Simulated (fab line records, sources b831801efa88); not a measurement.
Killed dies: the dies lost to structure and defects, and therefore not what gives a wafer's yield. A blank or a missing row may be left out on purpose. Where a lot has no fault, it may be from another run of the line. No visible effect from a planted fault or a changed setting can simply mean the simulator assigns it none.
Which tool is to blame? :: flow gf180mcu :: 24 lots with 72 wafers sampled at 3 steps, on a route of 602 steps

WHAT THE GAUGES SHOWED, per wafer
GF_V4_CD_MEAS_14: the cd target is 260 nm. Usual: cd nm at 259.8 nm, with a standard deviation of 1.4.
lot: L074
measured: day 24 11:10
on: cd sem-02
cd nm (nm): 259.3 260.8 260.1
flag: 

lot: L075
measured: day 24 19:25
on: cd sem-01
cd nm (nm): 259.4 260.1 260.1
flag: 

lot: L076
measured: day 25 08:11
on: cd sem-02
cd nm (nm): 258.7 258.1 257.3
flag: 

lot: L077
measured: day 25 16:59
on: cd sem-02
cd nm (nm): 260.9 259.4 261.1
flag: 

lot: L079
measured: day 26 03:23
on: cd sem-01
cd nm (nm): 257.3 257.3 256.5
flag: 

lot: L078
measured: day 26 06:28
on: cd sem-01
cd nm (nm): 259.7 259.6 259.4
flag: 

lot: L080
measured: day 26 17:32
on: cd sem-02
cd nm (nm): 260.3 260.9 259.5
flag: 

lot: L081
measured: day 26 19:59
on: cd sem-01
cd nm (nm): 257.6 257.5 257.8
flag: 

lot: L082
measured: day 27 01:32
on: cd sem-01
cd nm (nm): 258.7 259.1 258.1
flag: 

lot: L083
measured: day 27 09:24
on: cd sem-01
cd nm (nm): 258.8 258.7 258.2
flag: 

lot: L084
measured: day 27 20:46
on: cd sem-02
cd nm (nm): 262.1 260.3 262.1
flag: 

lot: L085
measured: day 28 04:32
on: cd sem-01
cd nm (nm): 262.3 260.5 261.0
flag: 

lot: L086
measured: day 28 07:42
on: cd sem-01
cd nm (nm): 259.6 258.3 258.3
flag: 

lot: L087
measured: day 28 17:22
on: cd sem-02
cd nm (nm): 259.6 260.0 260.4
flag: 

lot: L088
measured: day 29 01:26
on: cd sem-02
cd nm (nm): 260.0 261.6 261.0
flag: 

lot: L089
measured: day 29 05:01
on: cd sem-02
cd nm (nm): 260.2 260.7 260.7
flag: 

lot: L090
measured: day 29 11:56
on: cd sem-01
cd nm (nm): 260.1 259.9 260.6
flag: 

lot: L091
measured: day 29 23:17
on: cd sem-02
cd nm (nm): 257.7 257.8 258.0
flag: 

lot: L092
measured: day 30 03:20
on: cd sem-02
cd nm (nm): 261.4 261.7 262.5
flag: 

lot: L093
measured: day 30 10:15
on: cd sem-01
cd nm (nm): 259.7 258.1 258.8
flag: 

lot: L094
measured: day 30 16:02
on: cd sem-02
cd nm (nm): 258.9 259.8 258.3
flag: 

lot: L095
measured: day 30 22:03
on: cd sem-02
cd nm (nm): 260.0 260.6 261.4
flag: 

lot: L096
measured: day 31 09:53
on: cd sem-01
cd nm (nm): 260.1 260.3 260.6
flag: 

lot: L097
measured: day 31 13:25
on: cd sem-02
cd nm (nm): 262.0 261.2 260.8
flag: 

WHAT TOOL EACH LOT RAN ON (gives the tool, then ch and the chambers of the sampled wafers, and finally the start)
lot: L074
GF_V2_CVD_23: cvd w-02 ch 0,1, day 20 08:27
GF_M4_SPUTTER_02: pvd sputter-02, day 22 12:02

lot: L075
GF_V2_CVD_23: cvd w-02 ch 0,1, day 20 18:36
GF_M4_SPUTTER_02: pvd sputter-01, day 22 21:49

lot: L076
GF_V2_CVD_23: cvd w-02 ch 1, day 21 07:54
GF_M4_SPUTTER_02: pvd sputter-02, day 23 11:21

lot: L077
GF_V2_CVD_23: cvd w-01 ch 0,1, day 21 17:42
GF_M4_SPUTTER_02: pvd sputter-01, day 23 19:40

lot: L079
GF_V2_CVD_23: cvd w-02 ch 0,1, day 22 05:39
GF_M4_SPUTTER_02: pvd sputter-02, day 24 06:44

lot: L078
GF_V2_CVD_23: cvd w-01 ch 0,1, day 22 07:53
GF_M4_SPUTTER_02: pvd sputter-01, day 24 10:32

lot: L080
GF_V2_CVD_23: cvd w-02 ch 0,1, day 22 20:38
GF_M4_SPUTTER_02: pvd sputter-04, day 24 21:03

lot: L081
GF_V2_CVD_23: cvd w-01 ch 0,1, day 23 00:38
GF_M4_SPUTTER_02: pvd sputter-01, day 25 00:13

lot: L082
GF_V2_CVD_23: cvd w-02 ch 0,1, day 23 04:29
GF_M4_SPUTTER_02: pvd sputter-01, day 25 05:19

lot: L083
GF_V2_CVD_23: cvd w-02 ch 1, day 23 13:38
GF_M4_SPUTTER_02: pvd sputter-01, day 25 14:01

lot: L084
GF_V2_CVD_23: cvd w-02 ch 0,1, day 24 03:08
GF_M4_SPUTTER_02: pvd sputter-04, day 26 02:41

lot: L085
GF_V2_CVD_23: cvd w-02 ch 0,1, day 24 11:47
GF_M4_SPUTTER_02: pvd sputter-01, day 26 11:03

lot: L086
GF_V2_CVD_23: cvd w-02 ch 0,1, day 24 14:35
GF_M4_SPUTTER_02: pvd sputter-01, day 26 13:58

lot: L087
GF_V2_CVD_23: cvd w-02 ch 0,1, day 25 03:08
GF_M4_SPUTTER_02: pvd sputter-04, day 27 00:54

lot: L088
GF_V2_CVD_23: cvd w-02 ch 0,1, day 25 10:05
GF_M4_SPUTTER_02: pvd sputter-02, day 27 07:54

lot: L089
GF_V2_CVD_23: cvd w-02 ch 0,1, day 25 14:51
GF_M4_SPUTTER_02: pvd sputter-02, day 27 12:22

lot: L090
GF_V2_CVD_23: cvd w-01 ch 0,1, day 25 22:17
GF_M4_SPUTTER_02: pvd sputter-01, day 27 19:11

lot: L091
GF_V2_CVD_23: cvd w-02 ch 0,1, day 26 11:22
GF_M4_SPUTTER_02: pvd sputter-01, day 28 08:06

lot: L092
GF_V2_CVD_23: cvd w-02 ch 0,1, day 26 16:12
GF_M4_SPUTTER_02: pvd sputter-01, day 28 11:39

lot: L093
GF_V2_CVD_23: cvd w-01 ch 1, day 26 21:52
GF_M4_SPUTTER_02: pvd sputter-02, day 28 18:29

lot: L094
GF_V2_CVD_23: cvd w-01 ch 0,1, day 27 06:03
GF_M4_SPUTTER_02: pvd sputter-04, day 29 00:52

lot: L095
GF_V2_CVD_23: cvd w-02 ch 0,1, day 27 11:55
GF_M4_SPUTTER_02: pvd sputter-04, day 29 07:16

lot: L096
GF_V2_CVD_23: cvd w-01 ch 0,1, day 27 23:50
GF_M4_SPUTTER_02: pvd sputter-02, day 29 19:19

lot: L097
GF_V2_CVD_23: cvd w-01 ch 0,1, day 28 04:45
GF_M4_SPUTTER_02: pvd sputter-02, day 29 23:25
- GF_V2_CVD_23: deposits W, target thk 350 nm, time 104.94 s.
- GF_M4_SPUTTER_02: material AlCu, target thk 450 nm, time 23.9 s.

WHAT THE TOOLS THEMSELVES READ (means of the sampled wafers that have a number; where no wafer has one, the mark that the record gives instead)
GF_V2_CVD_23. Usual: heater power w at 915 W, with a standard deviation of 94.
lot: L074
tool: cvd w-02
heater power w (W): 968
flag: 

lot: L075
tool: cvd w-02
heater power w (W): 976
flag: 

lot: L076
tool: cvd w-02
heater power w (W): 957
flag: 

lot: L077
tool: cvd w-01
heater power w (W): 772
flag: 

lot: L079
tool: cvd w-02
heater power w (W): 978
flag: 

lot: L078
tool: cvd w-01
heater power w (W): 777
flag: 

lot: L080
tool: cvd w-02
heater power w (W): 959
flag: 

lot: L081
tool: cvd w-01
heater power w (W): 834
flag: 

lot: L082
tool: cvd w-02
heater power w (W): 957
flag: 

lot: L083
tool: cvd w-02
heater power w (W): 955
flag: 

lot: L084
tool: cvd w-02
heater power w (W): 954
flag: 

lot: L085
tool: cvd w-02
heater power w (W): 996
flag: 

lot: L086
tool: cvd w-02
heater power w (W): 966
flag: 

lot: L087
tool: cvd w-02
heater power w (W): 948
flag: 

lot: L088
tool: cvd w-02
heater power w (W): 985
flag: 

lot: L089
tool: cvd w-02
heater power w (W): 987
flag: 

lot: L090
tool: cvd w-01
heater power w (W): 779
flag: 

lot: L091
tool: cvd w-02
heater power w (W): 958
flag: 

lot: L092
tool: cvd w-02
heater power w (W): 975
flag: 

lot: L093
tool: cvd w-01
heater power w (W): 717
flag: 

lot: L094
tool: cvd w-01
heater power w (W): 789
flag: 

lot: L095
tool: cvd w-02
heater power w (W): 976
flag: 

lot: L096
tool: cvd w-01
heater power w (W): 853
flag: 

lot: L097
tool: cvd w-01
heater power w (W): 772
flag: 

GF_M4_SPUTTER_02. Usual: throttle valve pct at 29.7 %, with a standard deviation of 1.4.
lot: L074
tool: pvd sputter-02
throttle valve pct (%): 30.0
flag: 

lot: L075
tool: pvd sputter-01
throttle valve pct (%): 28.6
flag: 

lot: L076
tool: pvd sputter-02
throttle valve pct (%): 30.5
flag: 

lot: L077
tool: pvd sputter-01
throttle valve pct (%): 28.3
flag: 

lot: L079
tool: pvd sputter-02
throttle valve pct (%): 30.3
flag: 

lot: L078
tool: pvd sputter-01
throttle valve pct (%): 29.1
flag: 

lot: L080
tool: pvd sputter-04
throttle valve pct (%): 30.1
flag: 

lot: L081
tool: pvd sputter-01
throttle valve pct (%): 31.1
flag: 

lot: L082
tool: pvd sputter-01
throttle valve pct (%): 28.4
flag: 

lot: L083
tool: pvd sputter-01
throttle valve pct (%): 29.4
flag: 

lot: L084
tool: pvd sputter-04
throttle valve pct (%): 30.1
flag: 

lot: L085
tool: pvd sputter-01
throttle valve pct (%): 30.3
flag: 

lot: L086
tool: pvd sputter-01
throttle valve pct (%): 29.2
flag: 

lot: L087
tool: pvd sputter-04
throttle valve pct (%): 30.7
flag: 

lot: L088
tool: pvd sputter-02
throttle valve pct (%): 31.1
flag: 

lot: L089
tool: pvd sputter-02
throttle valve pct (%): 30.2
flag: 

lot: L090
tool: pvd sputter-01
throttle valve pct (%): 30.7
flag: 

lot: L091
tool: pvd sputter-01
throttle valve pct (%): 28.6
flag: 

lot: L092
tool: pvd sputter-01
throttle valve pct (%): 28.7
flag: 

lot: L093
tool: pvd sputter-02
throttle valve pct (%): 30.5
flag: 

lot: L094
tool: pvd sputter-04
throttle valve pct (%): 30.3
flag: 

lot: L095
tool: pvd sputter-04
throttle valve pct (%): 30.2
flag: 

lot: L096
tool: pvd sputter-02
throttle valve pct (%): 29.4
flag: 

lot: L097
tool: pvd sputter-02
throttle valve pct (%): 30.1
flag: 

THE ANSWER, worked out from the rows above alone
Rule: lot off if the mean of its wafers having a number is beyond 3 standard deviations from the usual mean. Also off: a lot with no number at a reading for which 4 or more lots have one. Any other lot the step has rows for is counted as sound. After the gauges, taken in route order, come the tools' own readings; for these a lot's mean is taken, as printed above. At the first step where some lot is off, the reading lying furthest off is the one used; lots without a number count as furthest.
No lot is off on any of the readings shown, so nothing can be concluded from this.

WHAT THE SIMULATOR PUT IN
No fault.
